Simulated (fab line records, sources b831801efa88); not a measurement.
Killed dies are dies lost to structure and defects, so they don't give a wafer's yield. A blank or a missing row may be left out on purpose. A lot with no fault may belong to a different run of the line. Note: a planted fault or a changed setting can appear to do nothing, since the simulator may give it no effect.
fab line records	flow sfqLine
[record] lots = 6	wafers = 18	lastDay = 75
route steps=325 shown JJ@194 M5@198
lots that met no fault: from a run of the same line without faults
startH: start of the lot's first displayed wafer, in hours after the record's first day	waitH: hours from the lot's prior step to this one	" identical to the entry in the row above	L1.1+2: a row that stands for several wafers	- either no value or no given start	* or withheld: withheld	< > ~ a bound
route shown NAME@n: a module of which the file shows steps, and the number in the route of the first	usual: the fault-free wafers' mean and standard deviation	same: alike in all rows	chamber/n: place in a boat	sites: the reading at each site	_std_site: the standard deviation of these	_edge_site: inner sites' mean taken away from outer sites' mean	radiusMm: how far each site lies from the wafer's centre	mask NAME#n: copy n	behind: the last tool/chamber to shape the wafer	hold: the reason the lot was held/the length of the hold in hours/how it ended	device: which transistor (n, p or np) failed to switch	end of line: tests of these same wafers at the route's end	a step without rows: its recipe alone	killed: dies that structure and defects cost at the first sort, which is not the same as the wafer's yield	map: a wafer's dies, marking killed ones x, the rest . and places with no die _
set.NAME: setting as actually run; set.NAME@STEP: the setting as run at that earlier step	model.NAME: the simulator's own value behind a step, which no gauge read
lots seen at some steps along the route; tables by step, rows by wafer
services: a tool's chamber out of use, with start hour (startH, from the record's first day; less than 0 if before it), hours out, and reason
[[steps]]
[step SFQ_TRILAYER_JJ_CE_ETCH_RIE_118]
[recipe] target = Nb	stopOn = Al2O3	maskMaterial = PR	taperDeg = 13.257	overEtchFrac = 0.15	timeS = 97.7	chemistry = SF6	targetDepthNm = 170	icpW = 600	biasW = 80	pressureMtorr = 10
[usual] drypumpMotorCurrentA = 5.9/0.33	oesProductAu = 0.990/0.0064
[same] timeS = 97.7
lot.wafer	tool	chamber	startH	waitH	drypumpMotorCurrentA	oesProductAu	rfHoursCounterH
L444.4	rieMetal-03	0	1008.46	0.1	5.9	0.993	-
L444.5	"	1	"	"	6.0	0.979	-
L444.6	"	0	"	"	5.9	0.989	-
L447.2	rieMetal-03	0	1089.69	0.1	5.8	0.991	56
L447.3	"	0	"	"	5.9	0.979	-
L447.6	"	1	"	"	6.0	0.985	-
L449.1	rieMetal-03	0	1111.29	0.1	5.9	0.988	60
L449.3	"	0	"	"	5.8	0.995	-
L449.5	"	0	"	"	5.8	0.989	-
L450.1	rieMetal-02	1	1128.68	0.1	6.2	0.992	144
L450.3	"	0	"	"	5.6	0.996	-
L450.6	"	0	"	"	5.6	0.978	-
L456.2	rieMetal-04	1	1218.56	0.1	5.5	0.992	113
L456.4	"	1	"	"	5.4	0.996	-
L456.5	"	0	"	"	6.4	0.985	-
L457.2	rieMetal-04	0	1237.76	0.1	6.4	0.994	158
L457.4	"	1	"	"	5.4	0.983	-
L457.5	"	0	"	"	6.4	0.994	-
[step SFQ_TRILAYER_JJ_ANODIZE_ANODIZE_119]
[recipe] currentDensityMaCm2 = withheld	endCurrentDensityMaCm2 = withheld	bathTempC = withheld
[step SFQ_TRILAYER_JJ_CE_STRIP_STRIP_120]
[recipe] gas = O2	powerW = 200	platenTempC = 40	overashFraction = 0.65	chemistry = O2	pressureMtorr = 50
[usual] drypumpMotorCurrentA = 5.9/0.35	oesProductAu = 1.000/0.0072
[same] overashFraction = 0.65
lot.wafer	tool	chamber	startH	waitH	drypumpMotorCurrentA	oesProductAu	rfHoursCounterH
L444.4	rieMetal-02	0	1009.23	0.2	5.6	0.990	-
L444.5	"	0	"	"	5.6	0.986	-
L444.6	"	1	"	"	6.2	1.008	-
L447.2	rieMetal-02	1	1090.34	0.0	6.2	0.998	134
L447.3	"	1	"	"	6.2	1.000	-
L447.6	"	0	"	"	5.6	0.995	-
L449.1	rieMetal-03	0	1111.94	0.0	5.8	1.011	60
L449.3	"	1	"	"	5.9	0.998	-
L449.5	"	0	"	"	5.9	0.998	-
L450.1	rieMetal-02	1	1129.28	0.0	6.2	1.008	145
L450.3	"	1	"	"	6.2	0.990	-
L450.6	"	0	"	"	5.6	0.979	-
L456.2	rieMetal-03	1	1219.21	0.0	6.0	0.998	117
L456.4	"	0	"	"	5.9	1.008	-
L456.5	"	1	"	"	6.0	1.001	-
L457.2	rieMetal-03	0	1238.37	0.0	5.8	1.002	79
L457.4	"	0	"	"	5.9	0.995	-
L457.5	"	1	"	"	6.0	1.007	-
[step SFQ_TRILAYER_JJ_CE_STRIP_SOLV_CLEAN_121]
[recipe] chemistry = NMP	tempC = 70	timeS = 600
[step SFQ_TRILAYER_M5_LITHO_COAT_128]
[recipe] resist = BARC	spinRpm = 3000	resistThkNm = 62
[step SFQ_TRILAYER_M5_LITHO_COAT_123]
[recipe] resist = KrF	spinRpm = 3000	resistThkNm = 600
[step SFQ_TRILAYER_M5_LITHO_SOFTBAKE_127]
[recipe] tempC = withheld	timeS = withheld	resist = KrF
[step SFQ_TRILAYER_M5_LITHO_EXPOSE_124]
[recipe] maskId = M5	na = 0.6	sourceShape = conventional	sigmaOuter = 0.65	targetCdNm = 700	doseMj = 14.4
[step SFQ_TRILAYER_M5_LITHO_PEB_126]
[recipe] pebTempC = 115	pebTimeS = 60	resist = KrF
[step SFQ_TRILAYER_M5_LITHO_DEVELOP_125]
[recipe] timeS = 60	resist = KrF
[step SFQ_M5_OVL_MEAS_932]
[usual] M5_OVL = -1/6
lot.wafer	tool	chamber	startH	waitH	M5_OVL[nm]
L444.4	overlay-02	-	1084.78	0.1	-4
L444.5	"	-	"	"	-7
L444.6	"	-	"	"	-5
L447.2	overlay-02	-	1190.09	0.1	4
L447.3	"	-	"	"	6
L447.6	"	-	"	"	4
L449.1	overlay-02	-	1216.04	0.1	11
L449.3	"	-	"	"	2
L449.5	"	-	"	"	10
L450.1	overlay-01	-	1234.04	0.1	-4
L450.3	"	-	"	"	-2
L450.6	"	-	"	"	-3
L456.2	overlay-01	-	1346.99	0.1	-3
L456.4	"	-	"	"	-4
L456.5	"	-	"	"	-3
L457.2	overlay-02	-	1367.39	0.1	0
L457.4	"	-	"	"	-4
L457.5	"	-	"	"	2
[step SFQ_TRILAYER_M5_BARC_OPEN_METAL_ETCH_161]
[recipe] maskMaterial = PR	chemistry = O2	targetDepthNm = 125	target = BARC	icpW = 600	biasW = 80	pressureMtorr = 10	timeS = 41.7
[usual] drypumpMotorCurrentA = 5.89/0.18	oesProductAu = 0.685/0.0047
[same] timeS = 41.7
lot.wafer	tool	chamber	startH	waitH	drypumpMotorCurrentA	oesProductAu	rfHoursCounterH
L444.4	rieMetal-02	0	1084.81	0.0	5.60	0.687	-
L444.5	"	1	"	"	6.23	0.679	-
L444.6	"	0	"	"	5.64	0.675	-
L447.2	rieMetal-01	0	1190.12	0.0	5.75	0.690	59
L447.3	"	0	"	"	5.75	0.680	-
L447.6	"	1	"	"	5.87	0.683	-
L449.1	rieMetal-01	1	1216.07	0.0	5.87	0.677	21
L449.3	"	1	"	"	5.86	0.686	-
L449.5	"	0	"	"	5.76	0.677	-
L450.1	rieMetal-01	1	1234.07	0.0	5.86	0.682	23
L450.3	"	0	"	"	5.75	0.690	-
L450.6	"	1	"	"	5.82	0.683	-
L456.2	rieMetal-03	1	1347.02	0.0	5.95	0.683	133
L456.4	"	1	"	"	5.94	0.676	-
L456.5	"	1	"	"	5.95	0.683	-
L457.2	rieMetal-02	0	1367.42	0.0	5.63	0.689	33
L457.4	"	0	"	"	5.62	0.678	-
L457.5	"	1	"	"	6.21	0.688	-
[step SFQ_TRILAYER_M5_ETCH_METAL_ETCH_126]
[recipe] target = Nb	stopOn = SiO2	maskMaterial = PR	overEtchFrac = 0.15	timeS = 203.2	chemistry = Cl2/BCl3	targetDepthNm = 265	icpW = 600	biasW = 80	pressureMtorr = 10
[usual] drypumpMotorCurrentA = 5.89/0.18	oesProductAu = 0.728/0.0062	overEtchFrac = 0.15/0
[same] timeS = 203.2
lot.wafer	tool	chamber	startH	waitH	drypumpMotorCurrentA	oesProductAu	overEtchFrac	rfHoursCounterH	model.KrF_of_TRILAYER_M5_LITHO_COAT_123.thkNm	model.SiO2_of_TRILAYER_I4_DEP_PECVD_099.thkNm
L444.4	rieMetal-02	0	1084.92	0.1	5.62	0.734	0.15	-	369.4	180.9
L444.5	"	1	"	"	6.26	0.732	0.15	-	369.9	180.9
L444.6	"	0	"	"	5.63	0.725	0.15	-	371.3	180.7
L447.2	rieMetal-01	0	1190.18	0.0	5.76	0.727	0.15	59	376.2	180.2
L447.3	"	0	"	"	5.77	0.724	0.15	-	375.6	180.2
L447.6	"	1	"	"	5.84	0.728	0.15	-	373	180.3
L449.1	rieMetal-01	1	1216.13	0.0	5.85	0.703	0.24096	21	361.9	179
L449.3	"	1	"	"	5.85	0.694	0.24096	-	362.2	178.2
L449.5	"	0	"	"	5.79	0.718	0.15	-	377.6	181.4
L450.1	rieMetal-01	1	1234.13	0.0	5.87	0.701	0.24096	23	360.7	177.3
L450.3	"	0	"	"	5.76	0.729	0.15	-	375.8	182.1
L450.6	"	1	"	"	5.87	0.703	0.24096	-	360.6	178.6
L456.2	rieMetal-03	1	1347.08	0.0	5.96	0.718	0.15	133	367.5	179.7
L456.4	"	1	"	"	5.96	0.721	0.15	-	371.5	179.8
L456.5	"	1	"	"	5.96	0.721	0.15	-	367.8	179.2
L457.2	rieMetal-02	0	1367.48	0.0	5.64	0.731	0.15	33	374.4	179
L457.4	"	0	"	"	5.62	0.724	0.15	-	373.1	180.6
L457.5	"	1	"	"	6.21	0.731	0.15	-	373.3	180.3
[step SFQ_TRILAYER_M5_STRIP_STRIP_127]
[recipe] gas = O2	powerW = 200	platenTempC = 40	overashFraction = 0.65	chemistry = O2	pressureMtorr = 50
[usual] drypumpMotorCurrentA = 5.89/0.19	oesProductAu = 0.998/0.0087
[same] overashFraction = 0.65
lot.wafer	tool	chamber	startH	waitH	drypumpMotorCurrentA	oesProductAu	rfHoursCounterH
L444.4	rieMetal-02	0	1085.25	0.3	5.62	1.010	-
L444.5	"	1	"	"	6.21	0.997	-
L444.6	"	0	"	"	5.63	1.000	-
L447.2	rieMetal-01	0	1190.38	0.1	5.77	0.990	59
L447.3	"	0	"	"	5.76	0.986	-
L447.6	"	1	"	"	5.87	0.997	-
L449.1	rieMetal-01	1	1216.33	0.1	5.83	0.984	21
L449.3	"	1	"	"	5.86	0.988	-
L449.5	"	0	"	"	5.78	0.972	-
L450.1	rieMetal-01	1	1234.33	0.1	5.85	1.000	23
L450.3	"	0	"	"	5.77	0.985	-
L450.6	"	1	"	"	5.84	0.996	-
L456.2	rieMetal-03	1	1347.27	0.1	5.95	1.000	134
L456.4	"	1	"	"	5.95	1.009	-
L456.5	"	1	"	"	5.97	1.000	-
L457.2	rieMetal-02	0	1367.67	0.1	5.61	0.985	33
L457.4	"	0	"	"	5.61	0.991	-
L457.5	"	1	"	"	6.23	0.985	-
[[services]]
tool	chamber	startH	hours	kind
rieMetal-02	1	1035.46	8.2	repair
rieMetal-01	1	1050.14	17.0	repair
rieMetal-01	1	1068.20	-	clean
rieMetal-01	1	1068.20	-	consumableReplace:focusRing
rieMetal-01	1	1068.20	25.4	scheduledDown
rieMetal-01	1	1068.20	25.4	ventCycle
rieMetal-02	0	1090.94	-	clean
rieMetal-02	0	1090.94	-	consumableReplace:focusRing
rieMetal-02	0	1090.94	31.0	scheduledDown
rieMetal-02	0	1090.94	31.0	ventCycle
rieMetal-03	-	1169.47	1.4	pm
rieMetal-02	-	1210.28	2.8	pm
rieMetal-02	1	1266.53	-	clean
rieMetal-02	1	1266.53	-	consumableReplace:focusRing
rieMetal-02	1	1266.53	23.1	scheduledDown
rieMetal-02	1	1266.53	23.1	ventCycle
rieMetal-04	1	1279.06	11.9	repair
rieMetal-04	0	1291.42	-	clean
rieMetal-04	0	1291.42	-	consumableReplace:focusRing
rieMetal-04	0	1291.42	15.1	scheduledDown
rieMetal-04	0	1291.42	15.1	ventCycle
rieMetal-04	1	1325.43	10.2	repair
rieMetal-04	-	1333.39	0.3	repair
[[key]]
[firstSign] step = SFQ_TRILAYER_M5_ETCH_METAL_ETCH_126	reading = overEtchFrac	direction = up	sigmas = 99+	usual = 0.15	struck = 0.24096
[effect] step = SFQ_TRILAYER_M5_ETCH_METAL_ETCH_126	reading = oesProductAu	direction = down	sigmas = 4.5	usual = 0.728	struck = 0.700
[modelEffect] step = SFQ_TRILAYER_M5_ETCH_METAL_ETCH_126	value = KrF_of_TRILAYER_M5_LITHO_COAT_123.thkNm	without = 373.2	struck = 361.3
metAt SFQ_TRILAYER_M5_ETCH_METAL_ETCH_126
struckWafers L449.1,L449.3,L450.1,L450.6
onsetBetween 1190.18 1216.13
[fault] kind = processParameterDrift	tool = rieMetal-01	chamber = 1	onsetH = 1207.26	steps = SFQ_TRILAYER_M5_ETCH_METAL_ETCH_126	channel = overEtchFrac	offset = 0.090962	shape = step	endH = 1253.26	stated = 0.15
